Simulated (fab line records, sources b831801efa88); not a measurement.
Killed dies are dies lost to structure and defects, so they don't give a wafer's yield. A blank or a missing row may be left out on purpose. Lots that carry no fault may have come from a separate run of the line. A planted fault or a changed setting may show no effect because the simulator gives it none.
A lot that was struck, set against a sound lot :: flow sky130 :: 44 steps out of a route of 708
Sound: these wafers, L257.1, L257.3, L257.5. Struck: wafer L253.3 (left out: L253.2, a lot-mate that was not struck); the cause follows at the end.
At each step with rows: each side's tool, then ch and its chambers, then its first start. Under that, the readings that differ: sound wafers :: struck wafers :: difference of the means :: sigmas: that difference in standard deviations of wafers without a fault.
alike: readings whose means differ by less than 2 such deviations, and words and numbers that are the same on both sides. not compared: withheld readings, readings that some wafer has no value for, bounds like >300 that may hide the same value, and numbers for which the record gives no deviation and whose values overlap.
The two part at a step that has a row with sigmas, a row that says differs or no value, or rows on one side only. Non-overlapping numbers with no deviation appear without sigmas and do not part them. A reading missing from all wafers of one side parts the sides only when that side holds two or more wafers.

first, 2 steps without rows for these wafers: SKY_VIA2_SPUTTER_20 (material TiN, target thk 20 nm, time 80 s); SKY_VIA2_CVD_21 (deposits W, target thk 420 nm, time 126.4 s).
SKY_VIA2_RS_MEAS_22: measures by four-point-probe.
  sound on film-metro-04 at day 40 07:36; struck on film-metro-03 at day 39 11:08
reading: VIA2_W_RS (ohm/sq)
sound: 0.272 0.273 0.273
struck: 0.265
difference: -0.008
sigmas: -2
SKY_VIA2_THK_MEAS_23: measures by xrf.
  sound on film-metro-04 at day 40 07:43; struck on film-metro-03 at day 39 11:14
reading: VIA2_W_THK (nm)
sound: 440 440 439
struck: 466
difference: +26
sigmas: +3
then, 4 steps without rows for these wafers: SKY_VIA2_CMP_24 (polishes, stops on SiO2, t overpolish 20 s, target thk 0 nm); SKY_METAL3_SPUTTER_00 (material Ti, target thk 15 nm, time 10 s); SKY_METAL3_SPUTTER_01 (material TiN, target thk 20 nm, time 16.7 s); SKY_METAL3_SPUTTER_02 (material AlCu, target thk 735 nm, time 39.1 s).
SKY_METAL3_SPUTTER_03: material Ti, target thk 5 nm, time 3.3 s.
  sound on pvd-sputter-01 at day 40 08:11; struck on pvd-sputter-02 at day 39 11:40
reading: cathode-dc-power-W (W)
sound: 3000.5 2999.7 3000.4
struck: 2999.0
difference: -1.2
sigmas: -2
  alike: chamber-pressure-pa, throttle-valve-pct
then, 1 step without rows for these wafers: SKY_METAL3_SPUTTER_04 (material TiN, target thk 70 nm, time 58.3 s).
SKY_CAPM_CVD_00: deposits SiO2, target thk 15.5 nm.
  sound on pecvd-03 ch 0,1,2, day 40 08:16; struck on pecvd-02 ch 0, day 39 11:44
  alike: heater-power-w
SKY_CAPM_THK_MEAS_01:
  sound on film-metro-03 at day 40 08:17; struck on film-metro-03 at day 39 11:46
  alike: CAPM_CVD_00_THK
SKY_CAPM_SPUTTER_02: material TiN, target thk 200 nm, time 166.7 s.
  sound on pvd-sputter-03 at day 40 08:20; struck on pvd-sputter-04 at day 39 11:49
reading: cathode-dc-power-W (W)
sound: 6500.7 6499.2 6501.8
struck: 6497.6
difference: -3.0
sigmas: -2

reading: model.TiN_of_CAPM_SPUTTER_02.thk-nm (nm)
sound: 202 195.8 199.1
struck: 211.5
difference: +12.5
sigmas: 
  alike: chamber-pressure-pa, substrate-temp-c, throttle-valve-pct
SKY_CAPM_RS_MEAS_03: measures by four-point-probe.
  sound on film-metro-02 at day 40 08:27; struck on film-metro-01 at day 39 11:57
reading: CAPM_TIN_RS (ohm/sq)
sound: 6.85 7.06 6.94
struck: 6.53
difference: -0.42
sigmas: -5
SKY_CAPM_THK_MEAS_04: measures by xrf.
  sound on film-metro-02 at day 40 08:34; struck on film-metro-01 at day 39 12:04
reading: CAPM_TIN_THK (nm)
sound: 203.0 196.5 199.8
struck: 212.5
difference: +12.7
sigmas: +5
then, 7 steps without rows for these wafers: SKY_CAPM_DEHYDRATE_05 (time 60 s); SKY_CAPM_HMDS_06 (prime time 60 s); SKY_CAPM_COAT_07 (resist thk 1140 nm); SKY_CAPM_SOFTBAKE_08 (time 60 s); SKY_CAPM_EXPOSE_09 (exposes mask CAPM, target cd 1000 nm); SKY_CAPM_PEB_10; SKY_CAPM_DEVELOP_11 (develop time 60 s).
SKY_CAPM_OVL_MEAS_12:
  sound on overlay-02 at day 41 09:14; struck on overlay-01 at day 40 12:59
  alike: CAPM_OVL
SKY_CAPM_METAL_ETCH_13: etches TiN in Cl2/BCl3, stops on SiO2, target depth 220 nm, time 62.9 s.
  sound on rie-metal-04 ch 0,1, day 41 09:17; struck on rie-metal-02 ch 0, day 40 13:01
reading: oes-product-au (a.u.)
sound: 0.944 0.917 0.944
struck: 0.971
difference: +0.036
sigmas: +4
  alike: bcl3-flow-sccm, drypump-motor-current-A, throttle-valve-pct
  not compared: rf-hours-counter-h
then, 12 steps without rows for these wafers: SKY_CAPM_STRIP_14 (strips in O2/N2); SKY_CAPM_STRIP_15 (strips in post etch residue remover, time 1200 s); SKY_CAPM_CLEAN_16 (cleans in IPA, time 180 s); SKY_CAPM_CLEAN_17 (cleans in O3/DIW); SKY_METAL3_DEHYDRATE_05 (time 60 s); SKY_METAL3_HMDS_06 (prime time 60 s); SKY_METAL3_COAT_07 (resist thk 60 nm); SKY_METAL3_COAT_08 (resist thk 1140 nm); SKY_METAL3_SOFTBAKE_09 (time 90 s); SKY_METAL3_EXPOSE_10 (exposes mask MM3, target cd 300 nm); SKY_METAL3_PEB_11; SKY_METAL3_DEVELOP_12 (develop time 60 s).
SKY_METAL3_CD_MEAS_13 targets a cd of 300 nm.
  sound on cd-sem-01 at day 42 10:11; struck on cd-sem-02 at day 41 14:36
  alike: cd-nm
SKY_METAL3_OVL_MEAS_14:
  sound on overlay-02 at day 42 10:18; struck on overlay-01 at day 41 14:42
  alike: METAL3_OVL
SKY_METAL3_DESCUM_15: chemistry O2, time 8 s.
  sound on rie-metal-03 ch 0,1, day 42 10:20; struck on rie-metal-02 ch 1, day 41 14:44
  alike: drypump-motor-current-A, oes-product-au
  not compared: rf-hours-counter-h
SKY_METAL3_ETCH_16: etches BARC in N2/H2, stops on SiO2, time 88.2 s, target depth 60 nm.
  sound on rie-metal-03 ch 0,1, day 42 10:22; struck on rie-metal-02 ch 1, day 41 14:46
  alike: drypump-motor-current-A, oes-product-au, throttle-valve-pct
  not compared: rf-hours-counter-h
then, 1 step without rows for these wafers: SKY_METAL3_ETCH_17 (etches SiO2 in C4F8/O2/Ar, stops on TiN, time 3.9 s, target depth 15 nm).
SKY_METAL3_METAL_ETCH_18: etches the open film in Cl2/BCl3, stops on SiO2, target depth 845 nm, time 183.1 s.
  sound on rie-metal-01 ch 1, day 42 10:29; struck on rie-metal-01 ch 0, day 41 14:53
  alike: bcl3-flow-sccm, drypump-motor-current-A, oes-product-au, throttle-valve-pct
  not compared: rf-hours-counter-h
SKY_METAL3_STRIP_20: strips in post etch residue remover, time 1200 s.
  sound on wet-bench-02 ch 1, day 42 10:46; struck on wet-bench-02 ch 2, day 41 15:10
reading: model.TiN_of_CAPM_SPUTTER_02.thk-nm (nm)
sound: 201.2 195 198.2
struck: 210.6
difference: +12.5
sigmas: 
-- the record jumps here: 7 days lie between the struck wafers' starts before and after (it left off in module METAL3 and takes up again in module PAD_OPEN, whose first step shown is number 708 of the route) --
SKY_PAD_OPEN_PROBE_99:
  sound on prober-01 at day 49 01:42; struck on prober-01 at day 48 09:23
reading: model.etest.cap-mim.plate-ohm-sq
sound: 5.887 6.125 6.012
struck: 5.679
difference: -0.329
sigmas: 
  alike: defect-limited-yield, killed_at_M0_to_M3, killed_at_M4_up, killed-at-contacts, killed-at-front-end, killed-at-other, killed-dies, killed-open, killed-short, sort_bin_3_pad_short, sort_bin_5_function, sort_bin_6_memory, sort-n-pass, sort-yield-pct

WHERE THEY PART
At SKY_VIA2_RS_MEAS_22 first; at SKY_CAPM_METAL_ETCH_13 last (within this record only). Later steps at which nothing parts them and some readings are alike: SKY_METAL3_CD_MEAS_13, SKY_METAL3_OVL_MEAS_14, SKY_METAL3_DESCUM_15, SKY_METAL3_ETCH_16, SKY_METAL3_METAL_ETCH_18, SKY_PAD_OPEN_PROBE_99.

WHY: what had been put in by the simulator
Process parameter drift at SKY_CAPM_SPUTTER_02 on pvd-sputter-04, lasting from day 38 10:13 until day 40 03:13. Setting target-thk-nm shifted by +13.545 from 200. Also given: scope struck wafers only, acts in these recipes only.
